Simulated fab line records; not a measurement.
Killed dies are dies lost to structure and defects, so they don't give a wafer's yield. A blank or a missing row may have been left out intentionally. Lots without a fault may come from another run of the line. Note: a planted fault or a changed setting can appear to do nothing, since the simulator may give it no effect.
Which tool was responsible? -- flow sky130 -- 12 lots (36 wafers sampled), 1 step of a 708-step route

## WHAT THE GAUGES SHOWED, per wafer
SKY_VIA1_OVL_MEAS_13. Usual: VIA1_OVL typically reads 2 nm, with standard deviation 6.4.
lot,measured,on,VIA1_OVL (nm),flag
L955,day 34 05:04,overlay-02,1 7 9,
L957,day 34 14:43,overlay-01,-10 -9 -6,
L958,day 34 21:43,overlay-01,-9 -4 0,
L959,day 35 05:00,overlay-01,-3 12 1,
L962,day 36 17:51,overlay-02,8 5 0,
L965,day 37 00:19,overlay-02,3 6 2,
L966,day 37 10:07,overlay-01,9 -4 3,
L971,day 38 22:58,overlay-02,5 11 6,
L972,day 39 09:31,overlay-01,17 -3 15,
L975,day 40 01:55,overlay-02,-6 4 -2,
L977,day 40 16:19,overlay-01,12 3 6,
L978,day 40 22:03,overlay-02,-5 -7 1,

## WHICH TOOL RAN EACH LOT (tool, then ch and the chambers of the sampled wafers, then the start)
The record shows no process step preceding these readings.

## AS READ BY THE TOOLS THEMSELVES (means over the sampled wafers that have a number; for cases with no such wafer, the mark the record gives instead)
The record holds no such reading with a usual standard deviation.

## THE ANSWER, worked out from the rows above alone
Rule: lot off if the mean of its wafers having a number is beyond 3 standard deviations from the usual mean. Also off: a lot with no number at a reading for which 4 or more lots have one. All remaining lots with rows at the step are treated as sound. Order of review: gauges by route order, followed by the tools' own readings, for which a lot's mean as printed above is used. At the first step where some lot is off, the reading lying furthest off is the one used; lots without a number count as furthest.
Across all readings shown, no lot is off: no conclusion can be drawn from this.

## WHAT THE SIMULATOR HAD PUT IN
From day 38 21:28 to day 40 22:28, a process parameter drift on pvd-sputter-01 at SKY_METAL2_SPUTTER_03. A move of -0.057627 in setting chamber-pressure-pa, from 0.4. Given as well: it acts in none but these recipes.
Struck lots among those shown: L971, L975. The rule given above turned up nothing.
